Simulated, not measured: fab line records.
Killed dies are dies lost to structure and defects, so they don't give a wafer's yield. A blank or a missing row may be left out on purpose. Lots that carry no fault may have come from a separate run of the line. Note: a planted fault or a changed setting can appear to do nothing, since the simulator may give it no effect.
Which of the tools did it? ; flow gf180mcu ; 12 lots with 36 wafers sampled at 6 steps, on a route of 602 steps

## WHAT EACH GAUGE READ, for each wafer
GF_V3_OVL_MEAS_15.
lot;measured;on;V3_OVL (nm)
L076;day 23 05:17;overlay-01;10 3 4
L075;day 23 10:53;overlay-02;5 6 14
L079;day 24 05:35;overlay-01;1 7 -2
L080;day 24 22:23;overlay-01;4 4 7
L083;day 25 12:08;overlay-01;-6 -5 -8
L085;day 26 02:47;overlay-02;-7 -6 -3
L087;day 27 00:45;overlay-01;1 5 -4
L089;day 27 09:50;overlay-02;1 2 -4
L091;day 28 05:06;overlay-01;3 3 4
L093;day 28 16:29;overlay-02;0 1 5
L095;day 29 01:23;overlay-02;-2 -3 9
L097;day 29 14:02;overlay-02;4 3 2

## TOOL THAT RAN EACH LOT (tool first, then ch and the chambers of the sampled wafers, then the start)
lot;GF_M1_SPUTTER_04;GF_V1_ETCH_17;GF_M2_STRIP_17;GF_M3_SPUTTER_00;GF_M3_SPUTTER_02
L076;pvdSputter-01, day 16 23:00;rieDiel-02 ch 0,2,3, day 20 02:19 or earlier;plasmaAsher-04 ch 0,1, day 20 02:19;pvdSputter-01, day 21 05:13;pvdSputter-01, day 21 05:20
L075;pvdSputter-03, day 17 04:48;rieDiel-01 ch 0,2,3, day 20 07:39 or earlier;plasmaAsher-03 ch 0,1, day 20 07:39;pvdSputter-04, day 21 11:18;pvdSputter-04, day 21 11:26
L079;pvdSputter-01, day 18 01:55;rieDiel-03 ch 2,3, day 21 05:25 or earlier;plasmaAsher-03 ch 0,1, day 21 05:25;pvdSputter-04, day 22 06:48;pvdSputter-04, day 22 06:56
L080;pvdSputter-01, day 18 18:06;rieDiel-02 ch 0,1,2, day 21 22:54 or earlier;plasmaAsher-02 ch 0,1, day 21 22:54;pvdSputter-04, day 23 00:46;pvdSputter-04, day 23 00:53
L083;pvdSputter-03, day 19 11:19;rieDiel-02 ch 0,1,2, day 22 14:21 or earlier;plasmaAsher-02 ch 0,1, day 22 14:21;pvdSputter-01, day 23 16:08;pvdSputter-01, day 23 16:16
L085;pvdSputter-03, day 20 01:55;rieDiel-01 ch 0,1,2, day 23 05:06 or earlier;plasmaAsher-04 ch 0,1, day 23 05:06;pvdSputter-04, day 24 06:37;pvdSputter-04, day 24 06:45
L087;pvdSputter-04, day 21 06:14;rieDiel-03 ch 2,3, day 24 05:13 or earlier;plasmaAsher-02 ch 0,1, day 24 05:13;pvdSputter-01, day 25 06:07;pvdSputter-01, day 25 06:15
L089;pvdSputter-01, day 21 17:29;rieDiel-03 ch 1,3, day 24 15:33 or earlier;plasmaAsher-03 ch 0,1, day 24 15:33;pvdSputter-04, day 25 14:26;pvdSputter-04, day 25 14:34
L091;pvdSputter-03, day 22 12:40;rieDiel-01 ch 1,2,3, day 25 10:49 or earlier;plasmaAsher-03 ch 0,1, day 25 10:49;pvdSputter-04, day 26 10:48;pvdSputter-04, day 26 10:56
L093;pvdSputter-01, day 23 02:42;rieDiel-02 ch 0,3, day 25 23:22 or earlier;plasmaAsher-02 ch 0,1, day 25 23:22;pvdSputter-01, day 26 22:24;pvdSputter-01, day 26 22:32
L095;pvdSputter-04, day 23 14:23;rieDiel-01 ch 0,2,3, day 26 09:28 or earlier;plasmaAsher-04 ch 0,1, day 26 09:28;pvdSputter-04, day 27 07:37;pvdSputter-04, day 27 07:45
L097;pvdSputter-01, day 24 04:32;rieDiel-02 ch 0,2,3, day 26 22:38 or earlier;plasmaAsher-02 ch 0,1, day 26 22:38;pvdSputter-04, day 27 21:20;pvdSputter-04, day 27 21:28
- GF_M1_SPUTTER_04: material TiN, target thk 50 nm, time 41.7 s.
- GF_V1_ETCH_17: etches SiO2 in C4F8/O2/Ar, stops on TiN, target depth 630 nm.
- GF_M2_STRIP_17: strips in O2/N2.
- GF_M3_SPUTTER_00: material Ti, target thk 37.5 nm, time 150 s.
- GF_M3_SPUTTER_02: material AlCu, target thk 450 nm, time 23.9 s.

## THE ANSWER, worked out from the rows above alone
Rule: the usual values come from the lots themselves. Put in order of their means at a reading, lots are off if they are a third of the lots or fewer, leave a main group of 4 or more, and stand apart from it by a gap of 3 or more times the standard deviation of the main group's means; of several such gaps the widest counts. If all means in a main group match to the digits the tables above print for the reading, that group is not used. A lot without any number at a reading at which 4 lots or more have one is off too. All remaining lots with rows at the step are treated as sound.
Nothing can be told from this: no lot is off at any reading shown.

## WHAT THE SIMULATOR PUT IN
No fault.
